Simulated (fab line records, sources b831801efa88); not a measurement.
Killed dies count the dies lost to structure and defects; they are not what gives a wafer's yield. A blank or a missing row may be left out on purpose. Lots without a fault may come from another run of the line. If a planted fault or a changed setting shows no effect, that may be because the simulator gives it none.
Problem report, 8D (eight disciplines) form, completed by code | flow sky130 | the parts of the form that need people (team, actions taken, sign-off) are left out

== 1. WHAT IS WRONG ==
Wafers free of any fault read 5.75 nm (standard deviation 0.099) for SONOS_ONO_CVD_04_THK at SKY_SONOS_ONO_THK_MEAS_05, against a mean of 9.01 nm on 6 wafers of 2 lots. Relative to the usual mean, that is a shift of +33 standard deviations.
The first sign was on wafer L931.1 at day 15 21:34, on film_metro-01. The record has a number at this step for 30 wafers belonging to 10 lots. Rule for "out", or "out of limits": more than 4 standard deviations from the usual mean. Any other wafer with a number is counted as sound.

== 2. WHAT THIS IS AND IS NOT ==
question                    | is                           | is not
which readings at this step | SONOS_ONO_CVD_04_THK         | -
which lots                  | L930, L931                   | L919, L920, L921, L922, L923, L924, L928, L942
which wafers of those lots  | all that have a number       | -
read on which gauges        | film_metro-01, film_metro-04 | film_metro-02
when                        | from day 15 21:34            | up to then (21 sound wafers); but 3 sound wafers of L942 came after

== 3. THE SUSPECTS, EACH WITH WHAT RULES IT OUT ==
Counting: a tool at any process step up to the reading remains a suspect when it ran all the lots that are out and ran no sound lot after the first of those.
- the gauge at SKY_SONOS_ONO_THK_MEAS_05 has been ruled out. 2 gauges (film_metro-01, film_metro-04) read the wafers that are out.
- lpcvd-03 at SKY_SONOS_ONO_CVD_04 (deposits SiO2 from SiH4/N2O, target thk 5.7199 nm): ruled out as a lasting fault. After its first lot that is out, L931 (day 15 20:19), sound lots L942 ran on it.
Left after counting: nothing in the record.

== 4. THE CAUSE (what the simulator had put in) ==
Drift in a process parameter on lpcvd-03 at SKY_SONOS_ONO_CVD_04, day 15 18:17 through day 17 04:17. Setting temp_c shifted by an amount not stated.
It was ruled out by counting, in error; the rule expects a fault to strike all lots run on its tool from its start on, and this fault did not.

== 5. THE EFFECT CHAIN, in route order ==
One row per reading whose mean, taken over the struck wafers that have a number, lies over 3 standard deviations from the usual. Readings are gone through only where the record gives a usual standard deviation; hours: the median, over the lots, of the time from a lot's start at the first step in this table giving one to that lot's start at this step; sigmas: the change measured in usual standard deviations.
hours | step                      | reading               | usual   | on struck wafers | change | sigmas
0     | SKY_SONOS_ONO_CVD_04      | spike_tc_bottom_C     | 919.0 C | 971.7            | +52.7  | +35
0     | SKY_SONOS_ONO_CVD_04      | spike_tc_centre_C     | 901.1 C | 954.5            | +53.4  | +58
0     | SKY_SONOS_ONO_CVD_04      | spike_tc_lower_C      | 899.4 C | 953.4            | +54.0  | +57
0     | SKY_SONOS_ONO_CVD_04      | spike_tc_top_C        | 910.3 C | 965.2            | +54.9  | +23
0     | SKY_SONOS_ONO_CVD_04      | spike_tc_upper_C      | 900.6 C | 953.4            | +52.8  | +38
0     | SKY_SONOS_ONO_CVD_04      | susceptor_temp_C      | 900.1 C | 953.9            | +53.8  | +99 or more
0     | SKY_SONOS_ONO_CVD_04      | zone_power_bottom_pct | 25.9 %  | 29.0             | +3.1   | +4.8
0     | SKY_SONOS_ONO_CVD_04      | zone_power_lower_pct  | 18.97 % | 21.62            | +2.65  | +13
0     | SKY_SONOS_ONO_CVD_04      | zone_power_upper_pct  | 15.10 % | 17.39            | +2.29  | +13
1     | SKY_SONOS_ONO_THK_MEAS_05 | SONOS_ONO_CVD_04_THK  | 5.75 nm | 9.01             | +3.26  | +33
It contains these process steps:
- SKY_SONOS_ONO_CVD_04: deposits SiO2 from SiH4/N2O, target thk 5.7199 nm.
Later measuring or inspecting steps at which every struck wafer that the step has a row for has a number for every such reading, and none has moved that far: SKY_RES_PROTECT_TW_MEAS_08.

== 6. HOW IT WOULD HAVE BEEN CAUGHT EARLIER ==
In this record the first reading out of limits at a measuring or inspecting step was taken at day 15 21:34, 3 hours after the fault began at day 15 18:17.
At SKY_SONOS_ONO_CVD_04, the tool's own readings (spike_tc_bottom_C, spike_tc_centre_C, spike_tc_lower_C, spike_tc_top_C, spike_tc_upper_C, susceptor_temp_C, zone_power_bottom_pct, zone_power_lower_pct, zone_power_upper_pct) were out on each struck wafer the step has a row for, so an alarm limit on them would have fired on the first such wafer.
